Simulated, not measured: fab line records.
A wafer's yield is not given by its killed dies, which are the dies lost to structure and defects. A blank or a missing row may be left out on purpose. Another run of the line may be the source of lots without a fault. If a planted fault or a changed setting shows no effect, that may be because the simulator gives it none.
fab line records ; flow sky130
record lots=12; wafers=35; last_day=50
route steps=708 shown VIA3@593 METAL4@632 VIA4@646 METAL5@663 PAD_OPEN@708
lots untouched by any fault: they come from a run of this same line in which no faults occurred
start_h: hours from the record's first day to the start of the lot's first wafer shown ; wait_h: hours from the lot's prior step to this one ; " repeats the value in the row above ; L1.1+2: one row covering several wafers at once ; - no value, or no start given ; * or withheld: withheld ; < > ~ a bound
route shown NAME@n: NAME is a module with steps in the file, n the number in the route of the first one ; usual: mean and standard deviation over wafers with no fault ; same: alike in all rows ; chamber/n: place in a boat ; sites: readings site by site ; _std_site: how widely they spread, as a standard deviation ; _edge_site: outer sites' mean less inner sites' ; radius_mm: for every site, how far away it sits from the centre of the wafer ; mask NAME#n: copy n ; behind: tool/chamber where the wafer was last shaped ; hold: why the lot went on hold/how many hours it stayed there/how the hold came to an end ; device: names the non-switching transistor (n, p or np) ; end of line: at the end of the route, the tests of the same wafers ; a step given without rows: its recipe and nothing more ; killed: dies that structure and defects cost at the first sort, which is not the same as the wafer's yield ; map: a wafer's dies, x killed, . not, _ none there
set.NAME: the setting as run; set.NAME@STEP: as run at that earlier step ; model.NAME: the simulator's own value behind a step, which no gauge read
route steps across a sampled set of lots; one table per step, one row per wafer
services: a tool's chamber out of use, with start hour (start_h, from the record's first day; less than 0 if before it), hours out, and reason
## steps
# step SKY_VIA3_SPUTTER_20
# recipe material=TiN; target_thk_nm=20; chamber_pressure_pa=5; power_w=4000; time_s=80
# usual chamber_pressure_pa=5.000/0.011; throttle_valve_pct=30.3/0.97
lot.wafer;tool;chamber;start_h;wait_h;chamber_pressure_pa;throttle_valve_pct
L108.2;pvd_sputter-03;-;967.82;0.0;4.997;28.9
L108.4;pvd_sputter-03;-;967.82;0.0;4.992;31.9
L108.6;pvd_sputter-03;-;967.82;0.0;5.011;32.2
L109.4;pvd_sputter-04;-;972.97;0.0;4.984;29.9
L109.5;pvd_sputter-04;-;972.97;0.0;5.023;29.5
L109.6;pvd_sputter-04;-;972.97;0.0;5.006;30.5
L110.2;pvd_sputter-03;-;979.98;0.0;4.986;30.1
L110.3;pvd_sputter-03;-;979.98;0.0;5.001;32.1
L110.6;pvd_sputter-03;-;979.98;0.0;4.988;31.6
L112.1;pvd_sputter-03;-;994.98;0.0;5.010;32.4
L112.2;pvd_sputter-03;-;994.98;0.0;4.988;29.8
L112.3;pvd_sputter-03;-;994.98;0.0;4.989;28.9
L113.1;pvd_sputter-03;-;1002.15;0.0;5.030;28.9
L113.2;pvd_sputter-03;-;1002.15;0.0;4.993;31.7
L113.4;pvd_sputter-03;-;1002.15;0.0;5.004;29.9
L115.2;pvd_sputter-02;-;1015.78;0.0;5.012;30.4
L115.3;pvd_sputter-02;-;1015.78;0.0;5.017;30.8
L115.6;pvd_sputter-02;-;1015.78;0.0;5.012;31.0
L120.2;pvd_sputter-03;-;1046.68;0.0;4.986;31.8
L120.4;pvd_sputter-03;-;1046.68;0.0;4.996;31.8
L122.1;pvd_sputter-04;-;1055.31;0.0;4.991;30.9
L122.5;pvd_sputter-04;-;1055.31;0.0;4.990;29.6
L122.6;pvd_sputter-04;-;1055.31;0.0;4.992;30.4
L123.1;pvd_sputter-03;-;1066.63;0.0;4.997;30.0
L123.2;pvd_sputter-03;-;1066.63;0.0;5.004;32.1
L123.6;pvd_sputter-03;-;1066.63;0.0;4.997;30.0
L124.2;pvd_sputter-02;-;1071.02;0.0;4.994;30.2
L124.3;pvd_sputter-02;-;1071.02;0.0;4.992;30.2
L124.5;pvd_sputter-02;-;1071.02;0.0;4.992;30.2
L125.2;pvd_sputter-03;-;1071.76;0.0;5.011;29.0
L125.3;pvd_sputter-03;-;1071.76;0.0;5.018;31.9
L125.4;pvd_sputter-03;-;1071.76;0.0;4.992;30.5
L126.2;pvd_sputter-03;-;1079.03;0.0;5.017;31.9
L126.3;pvd_sputter-03;-;1079.03;0.0;4.995;31.9
L126.4;pvd_sputter-03;-;1079.03;0.0;4.984;30.1
# step SKY_METAL4_ETCH_16
# recipe chemistry=N2/H2; target=BARC; ion_energy_ev=200; bias_w=100; pressure_mtorr=30; n2_flow_sccm=100; h2_flow_sccm=200; icp_w=500; stop_on=SiO2; time_s=88.2; target_depth_a=600
# usual drypump_motor_current_A=5.5/0.49; he_backside_leak_sccm=3.44/0.25; oes_product_au=0.626/0.0046; throttle_valve_pct=13.205/0.0095
lot.wafer;tool;chamber;start_h;wait_h;drypump_motor_current_A;he_backside_leak_sccm;oes_product_au;rf_hours_counter_h;throttle_valve_pct
L108.2;rie_metal-03;1;1016.01;0.0;5.5;3.21;0.625;7;13.213
L108.4;rie_metal-03;1;1016.01;0.0;5.5;3.01;0.629;-;13.206
L108.6;rie_metal-03;0;1016.01;0.0;4.9;3.83;0.627;-;13.205
L109.4;rie_metal-03;1;1020.79;0.0;5.5;3.23;0.626;-;13.207
L109.5;rie_metal-03;1;1020.79;0.0;5.5;3.21;0.621;-;13.199
L109.6;rie_metal-03;0;1020.79;0.0;4.9;3.81;0.620;-;13.196
L110.2;rie_metal-01;0;1028.70;0.0;6.2;3.52;0.629;1;13.216
L110.3;rie_metal-01;0;1028.70;0.0;6.2;3.31;0.617;-;13.206
L110.6;rie_metal-01;0;1028.70;0.0;6.2;3.46;0.632;-;13.190
L112.1;rie_metal-03;0;1042.35;0.0;4.9;3.76;0.619;20;13.204
L112.2;rie_metal-03;1;1042.35;0.0;5.5;3.18;0.626;9;13.207
L112.3;rie_metal-03;1;1042.35;0.0;5.5;4.59;0.625;-;13.202
L113.1;rie_metal-03;0;1048.69;0.0;4.9;4.04;0.624;21;13.201
L113.2;rie_metal-03;1;1048.69;0.0;5.5;3.17;0.620;9;13.217
L113.4;rie_metal-03;0;1048.69;0.0;4.9;4.03;0.625;-;13.205
L115.2;rie_metal-03;1;1061.31;0.0;5.5;3.30;0.631;10;13.228
L115.3;rie_metal-03;1;1061.31;0.0;5.5;3.41;0.632;-;13.202
L115.6;rie_metal-03;0;1061.31;0.0;4.9;3.45;0.631;-;13.204
L120.2;rie_metal-03;0;1091.74;0.0;4.9;3.57;0.623;24;13.203
L120.4;rie_metal-03;0;1091.74;0.0;4.9;3.78;0.630;-;13.192
L122.1;rie_metal-02;1;1099.67;0.1;6.2;3.59;0.624;21;13.212
L122.5;rie_metal-02;1;1099.67;0.1;6.3;3.49;0.629;-;13.197
L122.6;rie_metal-02;1;1099.67;0.1;6.3;3.55;0.614;-;13.202
L123.1;rie_metal-01;0;1109.41;0.0;6.2;3.52;0.636;7;13.208
L123.2;rie_metal-01;1;1109.41;0.0;5.1;3.47;0.630;22;13.212
L123.6;rie_metal-01;1;1109.41;0.0;5.1;3.28;0.628;-;13.194
L124.2;rie_metal-03;0;1113.94;0.0;4.9;3.75;0.630;25;13.206
L124.3;rie_metal-03;0;1113.94;0.0;4.9;3.56;0.620;-;13.190
L124.5;rie_metal-03;0;1113.94;0.0;4.9;3.29;0.629;-;13.190
L125.2;rie_metal-03;0;1114.51;0.0;4.9;3.57;0.623;25;13.204
L125.3;rie_metal-03;1;1114.51;0.0;5.5;3.21;0.628;-;13.216
L125.4;rie_metal-03;0;1114.51;0.0;4.9;3.51;0.627;-;13.210
L126.2;rie_metal-01;0;1121.54;0.0;6.2;3.43;0.627;8;13.201
L126.3;rie_metal-01;0;1121.54;0.0;6.2;3.30;0.629;-;13.213
L126.4;rie_metal-01;1;1121.54;0.0;5.1;3.50;0.627;-;13.214
# step SKY_VIA4_SOFTBAKE_07
# recipe temp_c=90; time_s=60; resist=NOVOLAK
# usual exhaust_pa=45.0/0.92; resist_line_temp_C=23.01/0.1; run_length_s=89.2/0.31
lot.wafer;tool;chamber;start_h;wait_h;exhaust_pa;resist_line_temp_C;run_length_s
L108.2;litho_track-03;0;1028.30;0.1;45.1;22.88;89.2
L108.4;litho_track-03;0;1028.30;0.1;44.4;22.83;89.3
L108.6;litho_track-03;0;1028.30;0.1;44.5;22.90;89.2
L109.4;litho_track-02;0;1033.14;0.1;43.5;22.75;89.3
L109.5;litho_track-02;0;1033.14;0.1;45.6;22.91;89.5
L109.6;litho_track-02;0;1033.14;0.1;45.9;22.96;89.3
L110.2;litho_track-02;0;1041.69;0.1;45.1;22.98;89.2
L110.3;litho_track-02;0;1041.69;0.1;44.0;23.04;89.3
L110.6;litho_track-02;0;1041.69;0.1;43.7;23.02;89.5
L112.1;litho_track-03;0;1053.92;0.1;45.3;23.02;89.4
L112.2;litho_track-03;0;1053.92;0.1;45.4;23.02;89.1
L112.3;litho_track-03;0;1053.92;0.1;45.2;22.95;89.3
L113.1;litho_track-03;0;1060.62;0.1;45.0;23.04;89.2
L113.2;litho_track-03;0;1060.62;0.1;44.0;23.14;89.4
L113.4;litho_track-03;0;1060.62;0.1;46.1;23.21;89.2
L115.2;litho_track-02;0;1073.49;0.1;44.0;22.93;89.6
L115.3;litho_track-02;0;1073.49;0.1;43.2;22.94;89.3
L115.6;litho_track-02;0;1073.49;0.1;44.2;23.03;89.4
L120.2;litho_track-02;0;1102.74;0.1;44.9;22.95;89.2
L120.4;litho_track-02;0;1102.74;0.1;45.3;22.89;93.8
L122.1;litho_track-02;0;1111.82;0.1;46.6;23.11;93.6
L122.5;litho_track-02;0;1111.82;0.1;45.5;23.21;89.4
L122.6;litho_track-02;0;1111.82;0.1;45.0;23.14;89.5
L123.1;litho_track-03;0;1120.62;0.1;46.0;23.01;89.1
L123.2;litho_track-03;0;1120.62;0.1;44.8;23.05;89.5
L123.6;litho_track-03;0;1120.62;0.1;44.4;23.14;89.3
L124.2;litho_track-01;0;1125.60;0.1;45.5;23.00;88.6
L124.3;litho_track-01;0;1125.60;0.1;46.4;23.07;88.8
L124.5;litho_track-01;0;1125.60;0.1;45.8;22.85;88.6
L125.2;litho_track-03;0;1125.65;0.1;44.5;23.02;89.3
L125.3;litho_track-03;0;1125.65;0.1;44.5;22.99;89.2
L125.4;litho_track-03;0;1125.65;0.1;43.5;23.08;89.4
L126.2;litho_track-03;0;1132.80;0.1;43.8;22.91;89.5
L126.3;litho_track-03;0;1132.80;0.1;43.8;22.91;89.1
L126.4;litho_track-03;0;1132.80;0.1;45.2;22.85;89.1
# step SKY_METAL5_SPUTTER_02
# recipe material=AlCu; target_thk_nm=1150; power_w=10600; time_s=61.2; chamber_pressure_pa=0.4
# usual chamber_pressure_pa=0.4000/0.00079; throttle_valve_pct=30.3/0.75
lot.wafer;tool;chamber;start_h;wait_h;chamber_pressure_pa;throttle_valve_pct
L108.2;pvd_sputter-04;-;1041.12;0.0;0.4001;30.5
L108.4;pvd_sputter-04;-;1041.12;0.0;0.4008;30.2
L108.6;pvd_sputter-04;-;1041.12;0.0;0.3996;30.6
L109.4;pvd_sputter-03;-;1045.90;0.0;0.3996;32.0
L109.5;pvd_sputter-03;-;1045.90;0.0;0.3988;32.2
L109.6;pvd_sputter-03;-;1045.90;0.0;0.3998;28.8
L110.2;pvd_sputter-04;-;1053.96;0.0;0.4001;29.3
L110.3;pvd_sputter-04;-;1053.96;0.0;0.4008;29.6
L110.6;pvd_sputter-04;-;1053.96;0.0;0.3989;29.7
L112.1;pvd_sputter-04;-;1066.21;0.0;0.3999;30.4
L112.2;pvd_sputter-04;-;1066.21;0.0;0.3997;29.6
L112.3;pvd_sputter-04;-;1066.21;0.0;0.4008;30.8
L113.1;pvd_sputter-03;-;1072.63;0.0;0.3982;29.1
L113.2;pvd_sputter-03;-;1072.63;0.0;0.4006;31.4
L113.4;pvd_sputter-03;-;1072.63;0.0;0.3994;30.1
L115.2;pvd_sputter-04;-;1085.65;0.0;0.3997;29.7
L115.3;pvd_sputter-04;-;1085.65;0.0;0.3999;30.4
L115.6;pvd_sputter-04;-;1085.65;0.0;0.4005;29.7
L120.2;pvd_sputter-02;-;1114.81;0.0;0.4000;30.2
L120.4;pvd_sputter-02;-;1114.81;0.0;0.3997;30.9
L122.1;pvd_sputter-02;-;1123.45;0.0;0.4006;30.7
L122.5;pvd_sputter-02;-;1123.45;0.0;0.3998;30.5
L122.6;pvd_sputter-02;-;1123.45;0.0;0.4001;30.7
L123.1;pvd_sputter-04;-;1131.81;0.0;0.4009;29.8
L123.2;pvd_sputter-04;-;1131.81;0.0;0.4005;30.3
L123.6;pvd_sputter-04;-;1131.81;0.0;0.4004;29.6
L124.2;pvd_sputter-04;-;1137.12;0.0;0.3992;30.5
L124.3;pvd_sputter-04;-;1137.12;0.0;0.4007;29.3
L124.5;pvd_sputter-04;-;1137.12;0.0;0.3977;29.6
L125.2;pvd_sputter-02;-;1137.20;0.0;0.3994;31.0
L125.3;pvd_sputter-02;-;1137.20;0.0;0.4005;30.0
L125.4;pvd_sputter-02;-;1137.20;0.0;0.4005;30.3
L126.2;pvd_sputter-02;-;1143.20;0.0;0.3988;31.1
L126.3;pvd_sputter-02;-;1143.20;0.0;0.3998;30.6
L126.4;pvd_sputter-02;-;1143.20;0.0;0.3997;30.1
# step SKY_PAD_OPEN_PROBE_99
# usual defect_limited_yield=82.4/2; killed_at_M0_to_M3=44/6.8; killed_at_M4_up=3.4/2; killed_at_contacts=24/5.2; killed_at_front_end=15/5.2; killed_at_other=0.2/0.46; killed_dies=87/9.8; killed_on_rim=17/3.8; killed_open=47/7.5; killed_short=39/6.8; sort_bin_3_pad_short=0.8/0.37; sort_bin_5_function=10.5/1.5; sort_bin_6_memory=6.3/1.2; sort_n_pass=405/9.8; sort_yield_pct=82.4/2
# same gross_dies=492; killed_at_back_side=0; sort_bin_4_leakage[%]=0; sort_bin_8_speed[%]=0
lot.wafer;tool;chamber;start_h;wait_h;defect_limited_yield[%];killed_at_M0_to_M3;killed_at_M4_up;killed_at_contacts;killed_at_front_end;killed_at_other;killed_dies;killed_on_rim;killed_open;killed_short;sort_bin_3_pad_short[%];sort_bin_5_function[%];sort_bin_6_memory[%];sort_n_pass;sort_yield_pct[%]
L108.2;prober-01;-;1107.27;0.1;78.0;55;4;32;16;1;108;25;57;51;1.2;10.6;10.2;384;78.0
L108.4;prober-01;-;1107.37;0.2;83.9;39;5;24;11;0;79;21;46;33;1.6;9.3;5.1;413;83.9
L108.6;prober-01;-;1107.47;0.2;81.1;41;2;26;24;0;93;18;48;45;0.4;12.2;6.3;399;81.1
L109.4;prober-02;-;1113.49;0.2;85.8;30;2;27;11;0;70;12;36;34;0.4;8.3;5.5;422;85.8
L109.5;prober-02;-;1113.54;0.2;83.3;39;5;23;15;0;82;15;40;42;0.6;11.2;4.9;410;83.3
L109.6;prober-02;-;1113.59;0.2;81.1;47;8;19;19;0;93;15;52;41;1.6;11.6;5.7;399;81.1
L110.2;prober-01;-;1119.77;0.1;79.7;40;5;31;23;1;100;12;52;48;0.8;12.2;7.3;392;79.7
L110.3;prober-01;-;1119.82;0.2;79.7;48;4;27;21;0;100;26;53;47;0.8;13.4;6.1;392;79.7
L110.6;prober-01;-;1119.97;0.2;81.1;49;1;14;29;0;93;16;58;35;0.4;11.4;7.1;399;81.1
L112.1;prober-01;-;1129.68;0.1;82.5;40;2;28;16;0;86;17;48;38;1.0;10.6;5.9;406;82.5
L112.2;prober-01;-;1129.73;0.1;81.9;53;3;16;17;0;89;21;45;44;1.0;9.6;7.5;403;81.9
L112.3;prober-01;-;1129.78;0.2;83.1;36;6;23;18;0;83;15;40;43;0.6;9.8;6.5;409;83.1
L113.1;prober-02;-;1136.76;0.1;85.0;38;1;22;13;0;74;11;42;32;0.6;8.1;6.3;418;85.0
L113.2;prober-02;-;1136.81;0.1;84.3;42;2;16;17;0;77;9;51;26;0.8;9.1;5.7;415;84.3
L113.4;prober-02;-;1136.91;0.2;80.9;39;3;24;27;1;94;20;46;48;1.2;11.0;6.9;398;80.9
L115.2;prober-01;-;1146.75;0.1;81.7;38;5;25;22;0;90;21;51;39;0.2;11.8;6.3;402;81.7
L115.3;prober-01;-;1146.80;0.2;83.5;44;5;19;13;0;81;13;39;42;1.6;10.6;4.3;411;83.5
L115.6;prober-01;-;1146.95;0.2;82.9;39;1;24;20;0;84;15;48;36;1.2;10.6;5.3;408;82.9
L120.2;prober-01;-;1172.97;0.1;80.7;39;4;34;18;0;95;22;57;38;0.8;12.2;6.3;397;80.7
L120.4;prober-01;-;1173.07;0.2;85.6;32;5;21;13;0;71;18;44;27;0.6;8.9;4.9;421;85.6
L122.1;prober-01;-;1180.74;0.1;80.5;40;3;34;19;0;96;21;67;29;0.8;12.6;6.1;396;80.5
L122.5;prober-01;-;1180.94;0.2;83.9;41;4;29;5;0;79;11;36;43;1.2;9.3;5.5;413;83.9
L122.6;prober-01;-;1180.99;0.2;85.8;42;5;16;7;0;70;9;37;33;0.6;8.3;5.3;422;85.8
L123.1;prober-02;-;1186.57;0.1;81.7;51;4;13;22;0;90;9;55;35;0.4;9.8;8.1;402;81.7
L123.2;prober-02;-;1186.62;0.1;85.8;41;0;18;11;0;70;16;31;39;0.4;8.5;5.3;422;85.8
L123.6;prober-02;-;1186.82;0.2;84.6;45;4;17;10;0;76;21;40;36;0.6;8.1;6.7;416;84.6
L124.2;prober-01;-;1191.28;0.1;84.6;33;4;24;14;1;76;19;42;34;0.6;6.9;7.9;416;84.6
L124.3;prober-01;-;1191.33;0.2;80.5;48;5;26;17;0;96;15;53;43;0.6;13.0;5.9;396;80.5
L124.5;prober-01;-;1191.43;0.2;80.3;50;0;27;20;0;97;20;64;33;1.0;11.2;7.5;395;80.3
L125.2;prober-02;-;1192.25;0.1;82.3;44;2;27;14;0;87;13;48;39;1.6;8.7;7.3;405;82.3
L125.3;prober-02;-;1192.30;0.2;82.9;44;2;26;12;0;84;16;42;42;1.4;8.3;7.3;408;82.9
L125.4;prober-02;-;1192.35;0.2;78.0;53;2;34;19;0;108;22;52;56;0.2;13.6;8.1;384;78.0
L126.2;prober-01;-;1196.54;0.1;80.7;48;4;30;13;0;95;18;49;46;0.8;12.0;6.5;397;80.7
L126.3;prober-01;-;1196.59;0.2;81.1;53;3;23;14;0;93;10;57;36;0.2;12.0;6.7;399;81.1
L126.4;prober-01;-;1196.64;0.2;80.7;52;7;22;12;2;95;20;51;44;0.6;10.4;8.3;397;80.7
# killed by level:class
L108.2 VIA1:geometric_particle:open=11 CONTACT:geometric_particle:open=10 VIA1:geometric_particle:short=10 LI_CONTACT:geometric_particle:open=8 VIA3:geometric_particle:open=7 VIA2:geometric_particle:short=6 LOCAL_INTERCONNECT:geometric_particle:short=5 CONTACT:geometric_particle:short=5
L108.4 VIA1:geometric_particle:open=10 LI_CONTACT:geometric_particle:open=10 VIA3:geometric_particle:open=8 CONTACT:geometric_particle:open=8 VIA1:geometric_particle:short=6 METAL1:geometric_particle:short=5 FIELD_ISO:geometric_particle:open=4 POLY_GATE:geometric_particle:short=3
L108.6 POLY_GATE:geometric_particle:open=7 LI_CONTACT:geometric_particle:open=7 METAL2:geometric_particle:short=7 CONTACT:geometric_particle:short=6 VIA1:geometric_particle:open=6 VIA2:geometric_particle:open=6 FIELD_ISO:geometric_particle:open=5 LOCAL_INTERCONNECT:geometric_particle:short=5
L109.4 CONTACT:geometric_particle:open=9 LI_CONTACT:geometric_particle:open=8 FIELD_ISO:geometric_particle:short=7 VIA3:geometric_particle:open=6 VIA2:geometric_particle:short=5 LI_CONTACT:geometric_particle:short=4 LOCAL_INTERCONNECT:geometric_particle:short=4 METAL1:geometric_particle:short=4
L109.5 VIA1:geometric_particle:open=12 CONTACT:geometric_particle:open=8 CONTACT:geometric_particle:short=7 METAL2:geometric_particle:short=7 FIELD_ISO:geometric_particle:short=5 FIELD_ISO:geometric_particle:open=5 LOCAL_INTERCONNECT:geometric_particle:short=4 VIA2:geometric_particle:open=4
L109.6 VIA3:geometric_particle:open=10 CONTACT:geometric_particle:open=9 FIELD_ISO:geometric_particle:short=8 VIA1:geometric_particle:open=8 METAL1:geometric_particle:short=6 FIELD_ISO:geometric_particle:open=5 LI_CONTACT:geometric_particle:open=5 METAL4:geometric_particle:short=5
L110.2 CONTACT:geometric_particle:open=14 VIA1:geometric_particle:open=14 FIELD_ISO:geometric_particle:open=6 LI_CONTACT:geometric_particle:short=6 FIELD_ISO:geometric_particle:short=5 LOCAL_INTERCONNECT:geometric_particle:short=5 VIA1:geometric_particle:short=5 LI_CONTACT:geometric_particle:open=4
L110.3 CONTACT:geometric_particle:open=11 VIA3:geometric_particle:short=9 LI_CONTACT:geometric_particle:open=8 VIA3:geometric_particle:open=8 METAL2:geometric_particle:short=7 FIELD_ISO:geometric_particle:short=6 VIA1:geometric_particle:open=6 FIELD_ISO:geometric_particle:open=5
L110.6 VIA1:geometric_particle:open=15 VIA3:geometric_particle:open=9 FIELD_ISO:geometric_particle:open=7 LI_CONTACT:geometric_particle:open=6 METAL2:geometric_particle:short=5 VIA3:geometric_particle:short=5 FIELD_ISO:geometric_particle:short=4 POLY_GATE:geometric_particle:open=4
L112.1 VIA1:geometric_particle:open=9 CONTACT:geometric_particle:open=8 METAL2:geometric_particle:short=8 LI_CONTACT:geometric_particle:open=8 FIELD_ISO:geometric_particle:short=5 FIELD_ISO:geometric_particle:open=5 LOCAL_INTERCONNECT:geometric_particle:short=5 VIA2:geometric_particle:open=5
L112.2 VIA1:geometric_particle:open=13 VIA3:geometric_particle:open=8 METAL2:geometric_particle:short=7 LOCAL_INTERCONNECT:geometric_particle:short=7 POLY_GATE:geometric_particle:open=6 VIA2:geometric_particle:open=5 POLY_GATE:geometric_particle:short=4 CONTACT:geometric_particle:open=4
L112.3 CONTACT:geometric_particle:open=9 FIELD_ISO:geometric_particle:short=7 VIA1:geometric_particle:short=6 VIA3:geometric_particle:open=6 VIA1:geometric_particle:open=6 FIELD_ISO:geometric_particle:open=5 LOCAL_INTERCONNECT:geometric_particle:short=4 CONTACT:geometric_particle:short=4
L113.1 CONTACT:geometric_particle:open=10 VIA1:geometric_particle:open=8 VIA3:geometric_particle:open=8 CONTACT:geometric_particle:short=5 POLY_GATE:geometric_particle:short=5 VIA1:geometric_particle:short=5 POLY_GATE:geometric_particle:open=4 LI_CONTACT:geometric_particle:open=4
L113.2 VIA1:geometric_particle:open=16 VIA3:geometric_particle:open=7 LI_CONTACT:geometric_particle:open=5 CONTACT:geometric_particle:open=5 FIELD_ISO:geometric_particle:short=4 LI_CONTACT:geometric_particle:short=4 VIA2:geometric_particle:open=4 FIELD_ISO:geometric_particle:open=3
L113.4 POLY_GATE:geometric_particle:short=10 LI_CONTACT:geometric_particle:open=9 FIELD_ISO:geometric_particle:short=8 VIA1:geometric_particle:open=8 CONTACT:geometric_particle:open=7 VIA3:geometric_particle:open=6 METAL1:geometric_particle:short=6 VIA2:geometric_particle:open=6
L115.2 CONTACT:geometric_particle:open=13 FIELD_ISO:geometric_particle:open=7 VIA1:geometric_particle:open=7 VIA3:geometric_particle:open=6 LI_CONTACT:geometric_particle:open=6 METAL2:geometric_particle:short=6 FIELD_ISO:geometric_particle:short=5 POLY_GATE:geometric_particle:short=5
L115.3 VIA1:geometric_particle:open=14 VIA2:geometric_particle:open=6 VIA1:geometric_particle:short=6 CONTACT:geometric_particle:open=6 LI_CONTACT:geometric_particle:open=5 METAL2:geometric_particle:short=5 METAL4:geometric_particle:short=5 FIELD_ISO:geometric_particle:short=4
L115.6 LI_CONTACT:geometric_particle:open=9 VIA1:geometric_particle:open=9 VIA3:geometric_particle:open=7 VIA1:geometric_particle:short=6 POLY_GATE:geometric_particle:open=5 VIA2:geometric_particle:open=5 CONTACT:geometric_particle:open=5 FIELD_ISO:geometric_particle:short=4
L120.2 CONTACT:geometric_particle:open=15 VIA1:geometric_particle:open=13 LI_CONTACT:geometric_particle:open=8 VIA2:geometric_particle:open=8 LOCAL_INTERCONNECT:geometric_particle:short=5 FIELD_ISO:geometric_particle:open=4 POLY_GATE:geometric_particle:short=4 CONTACT:geometric_particle:short=4
L120.4 CONTACT:geometric_particle:open=7 POLY_GATE:geometric_particle:open=6 CONTACT:geometric_particle:short=6 VIA1:geometric_particle:open=6 VIA2:geometric_particle:open=6 LI_CONTACT:geometric_particle:open=5 VIA3:geometric_particle:open=4 METAL1:geometric_particle:short=4
L122.1 CONTACT:geometric_particle:open=14 VIA2:geometric_particle:open=9 LI_CONTACT:geometric_particle:open=8 VIA1:geometric_particle:open=8 VIA3:geometric_particle:open=8 FIELD_ISO:geometric_particle:open=7 POLY_GATE:geometric_particle:open=6 METAL1:geometric_particle:short=5
L122.5 CONTACT:geometric_particle:open=12 CONTACT:geometric_particle:short=11 METAL2:geometric_particle:short=11 VIA1:geometric_particle:open=10 VIA3:geometric_particle:open=5 METAL4:geometric_particle:short=4 FIELD_ISO:geometric_particle:short=3 LI_CONTACT:geometric_particle:open=3
L122.6 VIA1:geometric_particle:open=12 METAL1:geometric_particle:short=9 CONTACT:geometric_particle:open=8 METAL4:geometric_particle:short=5 VIA1:geometric_particle:short=5 LI_CONTACT:geometric_particle:open=4 VIA2:geometric_particle:open=4 VIA3:geometric_particle:open=4
L123.1 VIA1:geometric_particle:open=10 POLY_GATE:geometric_particle:open=9 VIA2:geometric_particle:open=9 VIA3:geometric_particle:open=8 CONTACT:geometric_particle:open=7 METAL1:geometric_particle:short=6 VIA3:geometric_particle:short=5 FIELD_ISO:geometric_particle:open=4
L123.2 VIA1:geometric_particle:open=10 METAL1:geometric_particle:short=8 LOCAL_INTERCONNECT:geometric_particle:short=5 CONTACT:geometric_particle:open=5 VIA1:geometric_particle:short=4 METAL2:geometric_particle:short=4 VIA2:geometric_particle:short=4 VIA3:geometric_particle:open=4
L123.6 VIA1:geometric_particle:open=12 VIA3:geometric_particle:open=7 CONTACT:geometric_particle:open=6 VIA1:geometric_particle:short=6 METAL3:geometric_particle:short=6 METAL1:geometric_particle:short=5 LI_CONTACT:geometric_particle:open=4 METAL2:geometric_particle:short=4
L124.2 VIA1:geometric_particle:open=10 CONTACT:geometric_particle:open=8 LI_CONTACT:geometric_particle:open=5 VIA3:geometric_particle:open=5 VIA3:geometric_particle:short=5 LOCAL_INTERCONNECT:geometric_particle:short=4 CONTACT:geometric_particle:short=4 VIA2:geometric_particle:open=4
L124.3 VIA2:geometric_particle:open=10 LI_CONTACT:geometric_particle:open=8 VIA1:geometric_particle:open=8 METAL1:geometric_particle:short=7 VIA3:geometric_particle:open=6 CONTACT:geometric_particle:short=6 CONTACT:geometric_particle:open=5 METAL2:geometric_particle:short=5
L124.5 VIA1:geometric_particle:open=20 LI_CONTACT:geometric_particle:open=8 VIA2:geometric_particle:open=8 POLY_GATE:geometric_particle:open=7 CONTACT:geometric_particle:open=6 LOCAL_INTERCONNECT:geometric_particle:short=6 POLY_GATE:geometric_particle:short=5 METAL2:geometric_particle:short=5
L125.2 VIA1:geometric_particle:short=11 CONTACT:geometric_particle:open=10 VIA1:geometric_particle:open=9 VIA2:geometric_particle:open=8 LI_CONTACT:geometric_particle:open=7 CONTACT:geometric_particle:short=5 VIA2:geometric_particle:short=5 POLY_GATE:geometric_particle:short=4
L125.3 VIA1:geometric_particle:open=14 CONTACT:geometric_particle:open=8 CONTACT:geometric_particle:short=7 LI_CONTACT:geometric_particle:open=6 METAL2:geometric_particle:short=5 VIA3:geometric_particle:open=5 FIELD_ISO:geometric_particle:short=4 VIA2:geometric_particle:open=4
L125.4 METAL1:geometric_particle:short=15 VIA1:geometric_particle:open=12 CONTACT:geometric_particle:open=12 LI_CONTACT:geometric_particle:open=11 CONTACT:geometric_particle:short=8 VIA1:geometric_particle:short=6 FIELD_ISO:geometric_particle:short=5 POLY_GATE:geometric_particle:short=5
L126.2 LI_CONTACT:geometric_particle:open=10 VIA1:geometric_particle:open=10 VIA3:geometric_particle:open=7 VIA2:geometric_particle:open=7 CONTACT:geometric_particle:short=6 LOCAL_INTERCONNECT:geometric_particle:short=6 VIA1:geometric_particle:short=5 METAL1:geometric_particle:short=5
L126.3 VIA1:geometric_particle:open=16 VIA3:geometric_particle:open=9 CONTACT:geometric_particle:open=7 LI_CONTACT:geometric_particle:open=6 CONTACT:geometric_particle:short=6 VIA1:geometric_particle:short=5 VIA2:geometric_particle:open=5 METAL3:geometric_particle:short=5
L126.4 VIA1:geometric_particle:open=13 VIA3:geometric_particle:open=11 CONTACT:geometric_particle:open=8 METAL1:geometric_particle:short=7 CONTACT:geometric_particle:short=6 VIA2:geometric_particle:open=5 VIA3:geometric_particle:short=5 VIA1:geometric_particle:short=4
## services
tool;chamber;start_h;hours;kind
rie_metal-01;-;944.82;4.3;pm
rie_metal-01;-;970.23;0.5;repair
pvd_sputter-03;-;988.03;3.4;repair
rie_metal-01;0;997.29;-;clean
rie_metal-01;0;997.29;18.0;scheduled_down
rie_metal-01;0;997.29;18.0;vent_cycle
rie_metal-02;-;1010.25;14.6;pm
pvd_sputter-04;-;1020.62;0.9;repair
pvd_sputter-03;-;1052.32;6.8;repair
pvd_sputter-03;-;1085.42;2.2;repair
rie_metal-02;0;1093.71;-;clean
rie_metal-02;0;1093.71;23.3;scheduled_down
rie_metal-02;0;1093.71;23.3;vent_cycle
rie_metal-03;-;1096.68;0.3;repair
## key
first_sign step=SKY_VIA4_SOFTBAKE_07; reading=run_length_s; direction=up; sigmas=15; usual=*; struck=*
effect none on later readings
met_at SKY_VIA4_SOFTBAKE_07
struck_lots L120,L122
struck_wafers L120.4,L122.1
not_acting_at SKY_VIA3_SPUTTER_20,SKY_METAL4_ETCH_16,SKY_METAL5_SPUTTER_02
onset_between 1073.49 1102.74
fault kind=process_parameter_drift; tool=litho_track-02; chamber=-; onset_h=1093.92; steps=SKY_VIA4_SOFTBAKE_07; channel=time_s; offset=*; shape=step; end_h=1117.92; scope=struck_wafers_only; acts_in=*; stated=*
